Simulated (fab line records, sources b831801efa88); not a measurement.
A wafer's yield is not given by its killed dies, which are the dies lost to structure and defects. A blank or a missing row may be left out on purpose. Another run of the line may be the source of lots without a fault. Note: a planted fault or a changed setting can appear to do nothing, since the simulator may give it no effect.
A single fault, viewed from 2 desks    flow gf180mcu    every desk sees just its own numbers, and what lay behind them comes last

== THE TOOL OWNER'S DESK: implanter-02 ==
For each lot that ran on this tool, the mean over its sampled wafers that have a number, from the tool's own readings at GF_HV_LDD_IMPLANT_35. Marked OUT: a lot whose mean sits more than 4 standard deviations from the usual mean, which makes it out of limits; the brackets give that distance.
Columns: A = doseIonsCm2 at GF_HV_LDD_IMPLANT_35, usual 7.5e+12; B = faradayCurrentUA at GF_HV_LDD_IMPLANT_35, usual 42.3
lot   first seen here  A                          B
L655  day 13 10:07     7.5e+12                    43.1
L659  day 15 00:02     7.5e+12                    41.7
L661  day 15 10:33     7.5e+12                    42.0
L663  day 16 04:17     7.5e+12                    42.2
L666  day 17 02:57     8.5e+12 (+99 or more) OUT  48.5 (+6.7) OUT
L669  day 18 02:23     8.5e+12 (+99 or more) OUT  48.1 (+6.2) OUT
Finding of this desk: L666, L669 out of limits; the first was L666 at day 17 02:57, on doseIonsCm2 at GF_HV_LDD_IMPLANT_35. Within limits: L655, L659, L661, L663.

== AT THE METROLOGY DESK ==
What the gauges read for every lot (on any tool): the sampled wafers with a number, averaged. Marked OUT: a lot whose mean sits more than 4 standard deviations from the usual mean, which makes it out of limits; the brackets give that distance.
Columns: A = cdNm at GF_POLY_GATE_CD_MEAS_10, usual 280.1 nm; B = cdNm at GF_POLY_GATE_CD_MEAS_18, usual 280.2 nm; C = HV_LDD_RS at GF_HV_LDD_RS_MEAS_53, usual 418.4 ohm/sq
lot   first seen here  A      B      C
L649  day 9 05:17      278.9  279.6  416.5
L650  day 9 12:10      281.1  280.8  418.6
L654  day 10 13:47     281.1  280.8  418.6
L655  day 10 22:04     279.3  279.4  418.6
L656  day 11 04:12     279.4  279.0  420.1
L658  day 11 21:49     279.8  280.0  419.2
L659  day 12 07:03     281.4  282.8  417.6
L661  day 12 17:40     280.0  280.2  418.5
L663  day 13 10:22     279.9  280.1  416.9
L666  day 14 06:22     280.7  280.9  414.3 (-4.2) OUT
L667  day 14 14:50     282.2  282.4  417.5
L669  day 15 04:21     280.0  280.1  415.9
L670  day 15 09:14     278.9  278.1  418.9
Per this desk, out of limits: L666; the first was L666, day 18 03:07 (HV_LDD_RS at GF_HV_LDD_RS_MEAS_53). Within limits: L649, L650, L654, L655, L656, L658, L659, L661, L663, L667, L669, L670.

== BROUGHT TOGETHER ==
The tool owner's desk could have raised an alarm at day 17 02:57, on L666, L669.
An alarm was possible from the metrology desk at day 18 03:07, on L666.
The metrology desk holds a record of L669, inside its limits.
All the named lots went through GF_HV_LDD_IMPLANT_35 on implanter-02.

== WHAT HAD BEEN PUT IN BY THE SIMULATOR ==
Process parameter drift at GF_HV_LDD_IMPLANT_35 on implanter-02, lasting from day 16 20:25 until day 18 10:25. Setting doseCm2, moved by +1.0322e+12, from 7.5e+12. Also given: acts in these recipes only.
Struck lots among those shown: L666, L669.
Time in hours from fault onset to the first out-of-limits reading at each desk: tool owner's desk 7, metrology desk 31.
